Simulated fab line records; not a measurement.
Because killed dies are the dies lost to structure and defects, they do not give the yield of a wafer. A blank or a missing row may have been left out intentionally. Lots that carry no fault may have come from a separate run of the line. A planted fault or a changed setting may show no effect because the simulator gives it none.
Tool commonality check -- flow gf180mcu -- 13 lots, 39 wafers sampled

WHAT PROMPTED THE OPENING
At GF_VT_IMPLANT_RS_MEAS_47 the reading NWELL_RS is flagged on 3 of 13 lots. Fault-free wafers read 487.2 ohm/sq, with a standard deviation of 1.3.
Rule: a lot is flagged in two cases, either no wafer of it has a number, or all its wafers with numbers fall more than 4 standard deviations from that mean. The other lots count as sound.

lot,measured,on,"NWELL_RS (ohm/sq), wafer by wafer",flag
L516,day 7 12:37,film metro-01,486.6 486.8 487.9,
L518,day 8 01:56,film metro-02,487.6 487.6 487.6,
L520,day 8 15:38,film metro-02,451.6 452.4 452.8,FLAGGED
L521,day 8 22:32,film metro-01,453.8 452.6 453.5,FLAGGED
L524,day 9 17:40,film metro-01,452.3 452.6 452.1,FLAGGED
L531,day 11 20:46,film metro-01,487.9 487.1 486.0,
L532,day 12 04:47,film metro-02,487.2 487.5 487.8,
L533,day 12 07:44,film metro-02,485.6 487.1 487.0,
L534,day 12 13:07,film metro-02,483.5 485.0 483.9,
L535,day 12 20:12,film metro-03,487.1 486.5 486.8,
L536,day 13 07:59,film metro-03,485.5 484.8 484.6,
L537,day 13 09:47,film metro-03,486.5 486.6 486.0,
L538,day 13 17:24,film metro-01,487.2 486.5 487.4,
On average the flagged lots' numbers are 452.6 ohm/sq, which is -34.6 ohm/sq against the usual, or -27 standard deviations.

WHICH TOOL EACH LOT WENT THROUGH
The record keeps 1 process step preceding the reading, out of 602 steps on the route. In each cell: the tool, then ch and the chambers that the sampled wafers went through, then the start.
lot,flag,GF_NWELL_IMPLANT_09
L516,,"implanter-01 ch 0, day 3 07:23"
L518,,"implanter-01 ch 0, day 3 19:10"
L520,FLAGGED,"implanter-01 ch 0, day 4 03:52"
L521,FLAGGED,"implanter-01 ch 0, day 4 12:08"
L524,FLAGGED,"implanter-01 ch 0, day 5 02:41"
L531,,"implanter-02 ch 0, day 6 19:35"
L532,,"implanter-02 ch 0, day 7 02:49"
L533,,"implanter-01 ch 0, day 7 05:44"
L534,,"implanter-02 ch 0, day 7 09:23"
L535,,"implanter-03 ch 0, day 7 14:34"
L536,,"implanter-01 ch 0, day 7 23:21"
L537,,"implanter-02 ch 0, day 8 02:28"
L538,,"implanter-03 ch 0, day 8 07:52"
What these steps do:
- GF_NWELL_IMPLANT_09
- GF_VT_IMPLANT_RS_MEAS_47: measures by four-point-probe.

FLAGGED AGAINST TOTAL, ONE TOOL AT A TIME (gauges that did the reading follow at the end)
step,tool,lots run,flagged,share of the flagged lots,sound lots run after its first flagged lot
GF_NWELL_IMPLANT_09,implanter-01,7,3,all,"2 (L533,L536)"
GF_NWELL_IMPLANT_09,implanter-02,4,0,none,-
GF_NWELL_IMPLANT_09,implanter-03,2,0,none,-
GF_VT_IMPLANT_RS_MEAS_47,film metro-01,5,2,some,"2 (L531,L538)"
GF_VT_IMPLANT_RS_MEAS_47,film metro-02,5,1,some,"3 (L532,L533,L534)"
GF_VT_IMPLANT_RS_MEAS_47,film metro-03,3,0,none,-

THE TABLE: WHAT IT ALLOWS
Rows of the table that ran each flagged lot: 1, that is implanter-01 at GF_NWELL_IMPLANT_09.
- implanter-01 at GF_NWELL_IMPLANT_09: 3 of its 7 lots flagged. Sound lots ran on it after the first flagged one (L533, L536), which a lasting fault on the whole tool wouldn't allow. Its own readings (dose ions cm2, faraday current uA) fall more than 4 standard deviations out on all wafers of the flagged lots.
There is no row in the table that ran each flagged lot and no sound lot after the first.

WHAT HAD BEEN PUT IN BY THE SIMULATOR
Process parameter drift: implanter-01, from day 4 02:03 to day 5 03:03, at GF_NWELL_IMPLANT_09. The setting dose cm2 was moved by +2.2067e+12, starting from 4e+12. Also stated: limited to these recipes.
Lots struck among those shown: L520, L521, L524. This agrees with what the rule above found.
